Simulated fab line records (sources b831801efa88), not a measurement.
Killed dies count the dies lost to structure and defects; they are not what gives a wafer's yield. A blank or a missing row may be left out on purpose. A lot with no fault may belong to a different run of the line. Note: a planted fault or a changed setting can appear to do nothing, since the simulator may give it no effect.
The tool behind it: which one? + flow sky130 + Sampling: 14 lots, 42 wafers, 4 of 708 route steps

## WHAT THE GAUGES SHOWED, per wafer
SKY_CAPM_OVL_MEAS_12. Usual: CAPM_OVL typically reads -0.2 nm, with standard deviation 1.4.
| lot  | measured     | on         | CAPM_OVL (nm)  | flag |
|------|--------------|------------|----------------|------|
| L968 | day 37 20:40 | overlay-02 | 0.6 1.2 1.7    |      |
| L970 | day 38 03:43 | overlay-01 | -1.4 -2.4 -0.3 |      |
| L971 | day 38 14:10 | overlay-02 | -3.3 -2.5 -1.2 |      |
| L973 | day 39 05:58 | overlay-02 | 0.1 2.6 -0.3   |      |
| L974 | day 39 06:16 | overlay-02 | -0.4 -0.9 -0.9 |      |
| L977 | day 40 08:04 | overlay-02 | -3.2 -0.6 -1.6 |      |
| L978 | day 40 13:20 | overlay-02 | 0.9 -0.5 -1.4  |      |
| L979 | day 40 18:37 | overlay-02 | 1.6 0.5 1.3    |      |
| L983 | day 42 14:34 | overlay-02 | -0.8 -2.5 -1.0 |      |
| L984 | day 42 18:07 | overlay-01 | -1.2 2.4 -0.5  |      |
| L985 | day 42 19:22 | overlay-01 | 1.3 -1.0 3.1   |      |
| L987 | day 42 23:34 | overlay-01 | 2.1 1.8 1.3    |      |
| L990 | day 44 00:47 | overlay-01 | 0.2 1.9 0.4    |      |
| L991 | day 44 08:25 | overlay-01 | -0.5 -1.9 -0.6 |      |

SKY_METAL3_CD_MEAS_13: target cd 300 nm. Usual: cd_nm at 299.8 nm, with a standard deviation of 1.7.
| lot  | measured     | on        | cd_nm (nm)        | flag |
|------|--------------|-----------|-------------------|------|
| L968 | day 38 22:19 | cd_sem-02 | 300.2 300.1 299.7 |      |
| L970 | day 39 05:49 | cd_sem-01 | 300.9 301.1 302.4 |      |
| L971 | day 39 16:27 | cd_sem-02 | 299.4 299.1 299.1 |      |
| L973 | day 40 06:47 | cd_sem-02 | 298.7 299.0 298.2 |      |
| L974 | day 40 07:47 | cd_sem-01 | 302.5 300.1 301.4 |      |
| L977 | day 41 09:41 | cd_sem-01 | 300.7 298.9 300.7 |      |
| L978 | day 41 14:53 | cd_sem-02 | 300.6 300.4 300.2 |      |
| L979 | day 41 19:41 | cd_sem-02 | 300.8 301.4 301.4 |      |
| L983 | day 43 14:56 | cd_sem-02 | 303.0 302.3 301.4 |      |
| L984 | day 43 18:36 | cd_sem-02 | - - -             | OFF  |
| L985 | day 43 19:37 | cd_sem-02 | - - -             | OFF  |
| L987 | day 43 22:55 | cd_sem-02 | 296.9 296.6 296.8 |      |
| L990 | day 44 23:40 | cd_sem-01 | 298.0 298.3 296.9 |      |
| L991 | day 45 06:45 | cd_sem-02 | 298.5 298.9 297.4 |      |

SKY_VIA3_THK_MEAS_01. Usual: VIA3_HDPCVD_THK typically reads 1627 nm, with standard deviation 20.
| lot  | measured     | on            | VIA3_HDPCVD_THK (nm) | flag |
|------|--------------|---------------|----------------------|------|
| L968 | day 38 23:33 | film_metro-02 | 1651 1671 1674       |      |
| L970 | day 39 07:03 | film_metro-01 | 1629 1595 1633       |      |
| L971 | day 39 17:41 | film_metro-02 | 1602 1608 1623       |      |
| L973 | day 40 08:01 | film_metro-01 | 1644 1660 1635       |      |
| L974 | day 40 09:01 | film_metro-03 | 1608 1598 1602       |      |
| L977 | day 41 10:59 | film_metro-02 | 1611 1633 1629       |      |
| L978 | day 41 16:13 | film_metro-03 | 1661 1632 1624       |      |
| L979 | day 41 20:55 | film_metro-02 | 1615 1634 1630       |      |
| L983 | day 43 16:10 | film_metro-02 | 1586 1592 1625       |      |
| L987 | day 44 00:11 | film_metro-03 | 1618 1615 1637       |      |
| L990 | day 45 00:53 | film_metro-01 | 1642 1627 1643       |      |
| L991 | day 45 07:59 | film_metro-02 | 1653 1624 1609       |      |

## WHICH TOOL RAN EACH LOT (tool, then ch and the chambers of the sampled wafers, then the start)
| lot  | SKY_METAL3_PEB_11                 |
|------|-----------------------------------|
| L968 | litho_track-02 ch 0, day 38 21:00 |
| L970 | litho_track-02 ch 0, day 39 05:00 |
| L971 | litho_track-03 ch 0, day 39 16:00 |
| L973 | litho_track-01 ch 0, day 40 06:00 |
| L974 | litho_track-01 ch 0, day 40 07:00 |
| L977 | litho_track-01 ch 0, day 41 09:00 |
| L978 | litho_track-01 ch 0, day 41 14:00 |
| L979 | litho_track-01 ch 0, day 41 19:00 |
| L983 | litho_track-01 ch 0, day 43 14:00 |
| L984 | litho_track-03, day 43 18:00      |
| L985 | litho_track-01, day 43 19:00      |
| L987 | litho_track-02 ch 0, day 43 22:00 |
| L990 | litho_track-02 ch 0, day 44 23:00 |
| L991 | litho_track-03 ch 0, day 45 06:00 |
- SKY_METAL3_PEB_11

## WHAT THE TOOLS THEMSELVES READ (means of the sampled wafers that have a number; where no wafer has one, the mark that the record gives instead)
SKY_METAL3_PEB_11. Usual: exhaust_pa at 45.1 Pa, with a standard deviation of 0.82.
| lot  | tool           | exhaust_pa (Pa) | flag |
|------|----------------|-----------------|------|
| L968 | litho_track-02 | 45.2            |      |
| L970 | litho_track-02 | 45.2            |      |
| L971 | litho_track-03 | 44.5            |      |
| L973 | litho_track-01 | 44.8            |      |
| L974 | litho_track-01 | 45.7            |      |
| L977 | litho_track-01 | 44.1            |      |
| L978 | litho_track-01 | 45.1            |      |
| L979 | litho_track-01 | 43.8            |      |
| L983 | litho_track-01 | 44.2            |      |
| L984 | litho_track-03 | -               | OFF  |
| L985 | litho_track-01 | -               | OFF  |
| L987 | litho_track-02 | 44.7            |      |
| L990 | litho_track-02 | 44.6            |      |
| L991 | litho_track-03 | 46.4            |      |

## THE ANSWER, worked out from the rows above alone
Rule: take the mean of a lot's wafers that have a number; if it is more than 3 standard deviations from the usual mean, the lot is off. Also off: a lot with no number at a reading for which 4 or more lots have one. The other lots that the step has rows for count as sound. The gauges are gone through in route order, then the tools' own readings, and for those a lot's mean is taken as printed above. The first step at which some lot is off is used, and at that step the reading that is off furthest; a lot without a number counts as furthest.
Off: L984, L985, at SKY_METAL3_CD_MEAS_13 (cd_nm). Without a number there: L984, L985.
If a tool, at a process step before that reading, ran all the lots that are off and no sound lot after the first of them, it fits. The gauges at SKY_METAL3_CD_MEAS_13 aren't tried: what is off there is off at SKY_METAL3_PEB_11 too, on other tools, and a gauge's error can't cause that. Not one of the candidates tried fits.

## WHAT THE SIMULATOR HAD INSERTED
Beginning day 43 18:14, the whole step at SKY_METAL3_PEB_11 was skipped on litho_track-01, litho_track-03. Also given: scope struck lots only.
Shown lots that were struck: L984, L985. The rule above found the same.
